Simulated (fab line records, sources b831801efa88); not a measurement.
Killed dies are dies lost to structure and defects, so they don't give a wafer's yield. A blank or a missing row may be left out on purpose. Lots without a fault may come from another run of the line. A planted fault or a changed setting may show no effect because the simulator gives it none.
A struck lot beside a sound one | flow sky130 | 16 steps out of a route of 708
Sound: wafers L985.3, L985.4, L985.5. Struck: wafers L990.3, L990.5, L990.6. The cause comes at the end.
At each step with rows: each side's tool, then ch and its chambers, then its first start. Under that, the readings that differ: sound wafers | struck wafers | difference of the means | sigmas: that difference in standard deviations of wafers without a fault.
alike: readings whose means differ by less than 2 such deviations, and words and numbers that are the same on both sides. not compared: withheld readings, readings that some wafer has no value for, bounds like >300 that may hide the same value, and numbers for which the record gives no deviation and whose values overlap.
The two part at a step that has a row with sigmas, a row that says differs or no value, or rows on one side only. Numbers that don't overlap but have no deviation are shown without sigmas and don't part them. A reading that every wafer of one side lacks parts them only if that side has two wafers or more.

first, 3 steps without rows for these wafers: SKY_METAL1_EXPOSE_12 (exposes mask MM1, target cd 140 nm); SKY_METAL1_PEB_13; SKY_METAL1_DEVELOP_14 (develop time 60 s).
SKY_METAL1_CD_MEAS_15: target cd 140 nm.
  sound on cd_sem-01, day 33 11:29; struck on cd_sem-01, day 35 09:35
  alike: cd_nm
SKY_METAL1_OVL_MEAS_16:
  sound on overlay-01, day 33 11:34; struck on overlay-01, day 35 09:40
  alike: METAL1_OVL
SKY_METAL1_DESCUM_17: chemistry O2, time 8 s.
  sound on rie_metal-02 ch 0,1, day 33 11:36; struck on rie_metal-01 ch 0,1, day 35 09:43
  alike: drypump_motor_current_A, he_backside_leak_sccm, oes_product_au
  not compared: rf_hours_counter_h
SKY_METAL1_ETCH_18: etches BARC in N2/H2, stops on SiO2, time 45.9 s, target depth 60 nm.
  sound on rie_metal-02 ch 0,1, day 33 11:39; struck on rie_metal-01 ch 0,1, day 35 09:45
  alike: bias_w, drypump_motor_current_A, he_backside_leak_sccm, oes_product_au, throttle_valve_pct
  not compared: rf_hours_counter_h
SKY_METAL1_METAL_ETCH_19: etches the open film in Cl2/BCl3, stops on SiO2, target depth 360 nm, time 78 s.
  sound on rie_metal-02 ch 0,1, day 33 11:43; struck on rie_metal-01 ch 0,1, day 35 09:49
  alike: bias_w, drypump_motor_current_A, he_backside_leak_sccm, mfc_cl2_sccm, oes_product_au, throttle_valve_pct
  not compared: rf_hours_counter_h
SKY_METAL1_STRIP_20: strips in O2/N2.
  sound on plasma_asher-03 ch 0,1, day 33 11:49; struck on plasma_asher-02 ch 0,1, day 35 09:55
  alike: drypump_motor_current_A, oes_product_au, strip_time_to_endpoint_s
  not compared: rf_hours_counter_h
then, 3 steps without rows for these wafers: SKY_METAL1_STRIP_21 (strips in post etch residue remover, time 1200 s); SKY_METAL1_CLEAN_22 (cleans in IPA, time 180 s); SKY_METAL1_CLEAN_23 (cleans in O3/DIW).
SKY_VIA1_HDPCVD_00: deposits SiO2, target thk 1030 nm, time 171.7 s.
  sound on hdpcvd-01 ch 1,2, day 33 12:23; struck on hdpcvd-02 ch 0,2, day 35 10:29
  reading                                  | sound             | struck            | difference | sigmas
  sih4_flow_sccm (sccm)                    | 59.59 59.88 60.12 | 51.28 51.36 51.17 | -8.59      | -51
  model.SiO2_of_VIA1_HDPCVD_00.thk_nm (nm) | 1023 1029 1021    | 863.1 867.1 863.9 | -159.6     |
SKY_VIA1_THK_MEAS_01:
  sound on film_metro-03, day 33 12:31; struck on film_metro-01, day 35 10:50
  reading              | sound          | struck      | difference | sigmas
  VIA1_HDPCVD_THK (nm) | 1024 1029 1022 | 864 867 864 | -160       | -15
  not compared: hold
SKY_VIA1_CMP_02: polishes SiO2.
  sound on cmp-01 ch 0,2, day 33 12:34; struck on cmp-01 ch 1,2,3, day 35 12:39
  reading | sound | struck                                                                     | difference                   | sigmas
  hold    | - - - | await_dispo/1.6h/release await_dispo/1.6h/release await_dispo/1.6h/release | no value on the sound wafers |
  alike: motor_current_A
-- the record jumps here: 12 days lie between the struck wafers' starts before and after (it left off in module VIA1 and takes up again in module PAD_OPEN, whose first step shown is number 708 of the route) --
SKY_PAD_OPEN_PROBE_99:
  sound on prober-02, day 46 08:15; struck on prober-01, day 48 00:12
  alike: defect_limited_yield, killed_at_M0_to_M3, killed_at_M4_up, killed_at_contacts, killed_at_front_end, killed_at_other, killed_dies, killed_open, killed_short, sort_bin_3_pad_short, sort_bin_5_function, sort_bin_6_memory, sort_n_pass, sort_yield_pct

WHERE THEY PART
First at SKY_VIA1_HDPCVD_00; last, within this record, at SKY_VIA1_CMP_02. Later steps at which nothing parts them and some readings are alike: SKY_PAD_OPEN_PROBE_99.

WHY: what the simulator had put in
Process parameter drift: hdpcvd-02, from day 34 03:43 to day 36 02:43, at SKY_VIA1_HDPCVD_00. Setting sih4_flow_sccm, moved by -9, from 60. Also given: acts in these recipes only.
